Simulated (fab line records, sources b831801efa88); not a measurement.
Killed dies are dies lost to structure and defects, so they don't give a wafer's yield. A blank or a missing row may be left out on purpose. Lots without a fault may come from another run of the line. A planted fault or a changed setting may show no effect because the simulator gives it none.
Which tool did it? | flow gf180mcu | 12 lots, 36 wafers sampled, at 4 steps of a route of 602

WHAT THE GAUGES READ, wafer by wafer
GF_VT_IMPLANT_TW_MEAS_32.
lot  | measured     | on            | VT_IMPLANT_3_TW
L368 | day 6 23:36  | film_metro-02 | 271.3 270.7 269.8
L369 | day 7 03:01  | film_metro-01 | 271.6 269.4 269.2
L370 | day 7 09:04  | film_metro-04 | 271.7 271.7 269.6
L373 | day 8 04:08  | film_metro-02 | 269.5 268.1 270.5
L375 | day 8 17:22  | film_metro-02 | 270.1 268.8 271.2
L376 | day 9 02:47  | film_metro-02 | 334.0 331.6 334.3
L377 | day 9 07:31  | film_metro-04 | 268.5 270.0 269.3
L379 | day 9 20:47  | film_metro-02 | 270.7 272.0 270.8
L380 | day 10 02:46 | film_metro-04 | 333.6 331.3 332.8
L387 | day 12 04:56 | film_metro-04 | 334.4 332.9 332.2
L389 | day 12 17:30 | film_metro-02 | 272.0 271.1 271.5
L390 | day 12 23:30 | film_metro-04 | 269.8 270.6 269.8

WHICH TOOL RAN EACH LOT (tool, then ch and the chambers of the sampled wafers, then the start)
lot  | GF_VT_IMPLANT_STRIP_09               | GF_VT_IMPLANT_STRIP_20               | GF_VT_IMPLANT_IMPLANT_30
L368 | plasma_asher-02 ch 0,1, day 5 17:01  | plasma_asher-02 ch 0,1, day 6 08:07  | implanter-01 ch 0, day 6 23:21
L369 | plasma_asher-03 ch 0, day 5 21:12    | plasma_asher-01 ch 0,1, day 6 11:40  | implanter-02 ch 0, day 7 02:46
L370 | plasma_asher-02 ch 0,1, day 6 02:31  | plasma_asher-03 ch 0,1, day 6 17:04  | implanter-02 ch 0, day 7 08:49
L373 | plasma_asher-01 ch 0,1, day 6 20:06  | plasma_asher-03 ch 0,1, day 7 12:04  | implanter-04 ch 0, day 8 03:53
L375 | plasma_asher-01 ch 0,1, day 7 09:18  | plasma_asher-01 ch 0,1, day 8 00:54  | implanter-02 ch 0, day 8 17:07
L376 | plasma_asher-03 ch 0,1, day 7 17:06  | plasma_asher-03 ch 0,1, day 8 09:36  | implanter-04 ch 0, day 9 02:13
L377 | plasma_asher-01 ch 0,1, day 7 22:10  | plasma_asher-03 ch 0,1, day 8 14:39  | implanter-04 ch 0, day 9 07:17
L379 | plasma_asher-02 ch 0,1, day 8 10:48  | plasma_asher-01 ch 0,1, day 9 03:41  | implanter-01 ch 0, day 9 20:35
L380 | plasma_asher-01 ch 0,1, day 8 16:37  | plasma_asher-02 ch 0,1, day 9 08:57  | implanter-04 ch 0, day 10 02:13
L387 | plasma_asher-03 ch 0,1, day 10 14:56 | plasma_asher-02 ch 0,1, day 11 09:03 | implanter-02 ch 0, day 12 04:24
L389 | plasma_asher-03 ch 0,1, day 11 03:15 | plasma_asher-02 ch 0,1, day 11 22:03 | implanter-04 ch 0, day 12 17:15
L390 | plasma_asher-03 ch 0,1, day 11 08:48 | plasma_asher-02 ch 0,1, day 12 03:46 | implanter-04 ch 0, day 12 23:15
- GF_VT_IMPLANT_STRIP_09: strips in O2/N2.
- GF_VT_IMPLANT_STRIP_20: strips in O2/N2.
- GF_VT_IMPLANT_IMPLANT_30

WHAT THE TOOLS THEMSELVES READ (means of the sampled wafers that have a number; where no wafer has one, the mark that the record gives instead)
GF_VT_IMPLANT_STRIP_09.
lot  | tool            | drypump_motor_current_A (A) | heater_power_w (W) | oes_product_au (a.u.) | strip_time_to_endpoint_s (s)
L368 | plasma_asher-02 | 6.1                         | 329                | 0.718                 | 12.60
L369 | plasma_asher-03 | 6.2                         | 377                | 0.717                 | 12.65
L370 | plasma_asher-02 | 6.1                         | 328                | 0.711                 | 12.64
L373 | plasma_asher-01 | 5.9                         | 319                | 0.716                 | 12.64
L375 | plasma_asher-01 | 5.7                         | 311                | 0.715                 | 12.63
L376 | plasma_asher-03 | 5.9                         | 356                | 0.714                 | 12.65
L377 | plasma_asher-01 | 5.9                         | 321                | 0.720                 | 12.61
L379 | plasma_asher-02 | 6.0                         | 324                | 0.717                 | 12.62
L380 | plasma_asher-01 | 5.7                         | 315                | 0.716                 | 12.66
L387 | plasma_asher-03 | 5.9                         | 359                | 0.721                 | 12.66
L389 | plasma_asher-03 | 5.7                         | 335                | 0.713                 | 12.66
L390 | plasma_asher-03 | 5.9                         | 356                | 0.718                 | 12.65

GF_VT_IMPLANT_STRIP_20.
lot  | tool            | drypump_motor_current_A (A) | heater_power_w (W) | oes_product_au (a.u.) | strip_time_to_endpoint_s (s)
L368 | plasma_asher-02 | 6.1                         | 331                | 0.715                 | 12.63
L369 | plasma_asher-01 | 5.9                         | 322                | 0.715                 | 12.64
L370 | plasma_asher-03 | 5.7                         | 336                | 0.719                 | 12.64
L373 | plasma_asher-03 | 5.9                         | 359                | 0.717                 | 12.64
L375 | plasma_asher-01 | 5.9                         | 318                | 0.719                 | 12.65
L376 | plasma_asher-03 | 5.9                         | 352                | 0.715                 | 12.62
L377 | plasma_asher-03 | 5.9                         | 354                | 0.717                 | 12.60
L379 | plasma_asher-01 | 5.9                         | 325                | 0.719                 | 12.68
L380 | plasma_asher-02 | 6.0                         | 329                | 0.719                 | 12.57
L387 | plasma_asher-02 | 6.0                         | 329                | 0.716                 | 12.60
L389 | plasma_asher-02 | 6.0                         | 323                | 0.719                 | 12.65
L390 | plasma_asher-02 | 6.1                         | 326                | 0.719                 | 12.64

GF_VT_IMPLANT_IMPLANT_30.
lot  | tool         | beam_on_s (s) | end_station_pressure_torr (Torr)
L368 | implanter-01 | 10.04         | 5.15e-06
L369 | implanter-02 | 10.09         | 5.06e-06
L370 | implanter-02 | 10.02         | 4.97e-06
L373 | implanter-04 | 10.10         | 4.97e-06
L375 | implanter-02 | 10.13         | 4.77e-06
L376 | implanter-04 | 9.88          | 5.06e-06
L377 | implanter-04 | 9.96          | 4.96e-06
L379 | implanter-01 | 9.89          | 5.12e-06
L380 | implanter-04 | 10.12         | 5.30e-06
L387 | implanter-02 | 9.99          | 4.83e-06
L389 | implanter-04 | 10.12         | 5.02e-06
L390 | implanter-04 | 10.00         | 5.06e-06

THE ANSWER, worked out from the rows above alone
Rule: what is usual is taken from the lots themselves. Put in order of their means at a reading, lots are off if they are a third of the lots or fewer, leave a main group of 4 or more, and stand apart from it by a gap of 3 or more times the standard deviation of the main group's means; of several such gaps the widest counts. A main group whose means are all the same, to the digits that the tables above print for the reading, isn't used. A lot without any number at a reading at which 4 lots or more have one is off too. The other lots that the step has rows for count as sound. The gauges are gone through in route order, then the tools' own readings, and for those a lot's mean is taken as printed above. The first step at which some lot is off is used, and at that step the reading that is off furthest; a lot without a number counts as furthest.
Off: L376, L380, L387, at GF_VT_IMPLANT_TW_MEAS_32 (VT_IMPLANT_3_TW). The main group: mean 270.3, standard deviation 0.74.
A tool fits if, at a process step before that reading, it ran every lot that is off, and no sound lot after the first of them. The gauges at GF_VT_IMPLANT_TW_MEAS_32 are tried like those tools. None of those tried fits.

WHAT THE SIMULATOR HAD PUT IN
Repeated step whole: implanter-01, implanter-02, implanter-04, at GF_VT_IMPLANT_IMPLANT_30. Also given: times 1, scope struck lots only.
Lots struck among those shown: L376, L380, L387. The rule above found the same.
